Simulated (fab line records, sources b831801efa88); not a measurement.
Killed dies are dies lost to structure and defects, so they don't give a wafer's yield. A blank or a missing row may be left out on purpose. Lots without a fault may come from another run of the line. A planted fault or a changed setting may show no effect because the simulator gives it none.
A struck lot beside a sound one | flow gf180mcu | 15 steps out of a route of 602
Sound: wafers L943.3, L943.4, L943.6. Struck: wafers L954.3, L954.5, L954.6. The cause comes at the end.
At each step with rows: each side's tool, then ch and its chambers, then its first start. Under that, the readings that differ: sound wafers | struck wafers | difference of the means | sigmas: that difference in standard deviations of wafers without a fault.
alike: readings whose means differ by less than 2 such deviations, and words and numbers that are the same on both sides. not compared: withheld readings, readings that some wafer has no value for, bounds like >300 that may hide the same value, and numbers for which the record gives no deviation and whose values overlap.
The two part at a step that has a row with sigmas, a row that says differs or no value, or rows on one side only. Numbers that don't overlap but have no deviation are shown without sigmas and don't part them. A reading that every wafer of one side lacks parts them only if that side has two wafers or more.

GF_VT_IMPLANT_OVL_MEAS_18:
  sound on overlay-01, day 7 00:26; struck on overlay-02, day 9 09:26
  alike: VT_IMPLANT_01_OVL
then, 1 step without rows for these wafers: GF_VT_IMPLANT_IMPLANT_19.
GF_VT_IMPLANT_STRIP_20: strips in O2/N2.
  sound on plasma_asher-01 ch 0,1, day 7 00:39; struck on plasma_asher-03 ch 0,1, day 9 09:39
  reading            | sound       | struck      | difference | sigmas
  heater_power_w (W) | 397 341 381 | 299 304 294 | -74        | -2
  alike: drypump_motor_current_A, oes_product_au, strip_time_to_endpoint_s
  not compared: rf_hours_counter_h
GF_VT_IMPLANT_TW_MEAS_21:
  sound on film_metro-02, day 7 00:44; struck on film_metro-04, day 9 09:44
  reading         | sound          | struck         | difference | sigmas
  VT_IMPLANT_2_TW | 1234 1238 1238 | 1194 1193 1187 | -45        | -3
then, 7 steps without rows for these wafers: GF_VT_IMPLANT_DEHYDRATE_22 (time 60 s); GF_VT_IMPLANT_HMDS_23 (prime time 60 s); GF_VT_IMPLANT_COAT_24 (resist thk 1000 nm); GF_VT_IMPLANT_SOFTBAKE_25 (time 60 s); GF_VT_IMPLANT_EXPOSE_26 (exposes mask LVPWELL HV AREA, target cd 860 nm); GF_VT_IMPLANT_PEB_27; GF_VT_IMPLANT_DEVELOP_28 (develop time 60 s).
GF_VT_IMPLANT_OVL_MEAS_29:
  sound on overlay-02, day 7 15:59; struck on overlay-02, day 10 03:14
  alike: VT_IMPLANT_02_OVL
GF_VT_IMPLANT_IMPLANT_30:
  sound on implanter-04 ch 0, day 7 16:04; struck on implanter-02 ch 0, day 10 03:19
  reading       | sound                           | struck                          | difference  | sigmas
  dose_ions_cm2 | 2.5331e+12 2.5344e+12 2.534e+12 | 2.4434e+12 2.4422e+12 2.439e+12 | -9.2300e+10 | -33
  alike: beam_on_s
GF_VT_IMPLANT_STRIP_31: strips in O2/N2.
  sound on plasma_asher-01 ch 0,1, day 7 16:12; struck on plasma_asher-03 ch 0,1, day 10 03:26
  reading                      | sound             | struck            | difference | sigmas
  heater_power_w (W)           | 400 342 394       | 285 293 301       | -86        | -2
  strip_time_to_endpoint_s (s) | 12.58 12.57 12.59 | 12.68 12.66 12.64 | +0.08      | +3
  alike: drypump_motor_current_A, oes_product_au
  not compared: rf_hours_counter_h
-- the record jumps here: 22 days lie between the struck wafers' starts before and after (it left off in module VT_IMPLANT and takes up again in module PASSIVATION, whose first step shown is number 602 of the route) --
GF_PASSIVATION_PROBE_99:
  the record has rows for the struck wafers here (prober-02, day 32 12:24) and none for the sound ones

WHERE THEY PART
First at GF_VT_IMPLANT_STRIP_20; last, within this record, at GF_PASSIVATION_PROBE_99.

WHY: what the simulator had put in
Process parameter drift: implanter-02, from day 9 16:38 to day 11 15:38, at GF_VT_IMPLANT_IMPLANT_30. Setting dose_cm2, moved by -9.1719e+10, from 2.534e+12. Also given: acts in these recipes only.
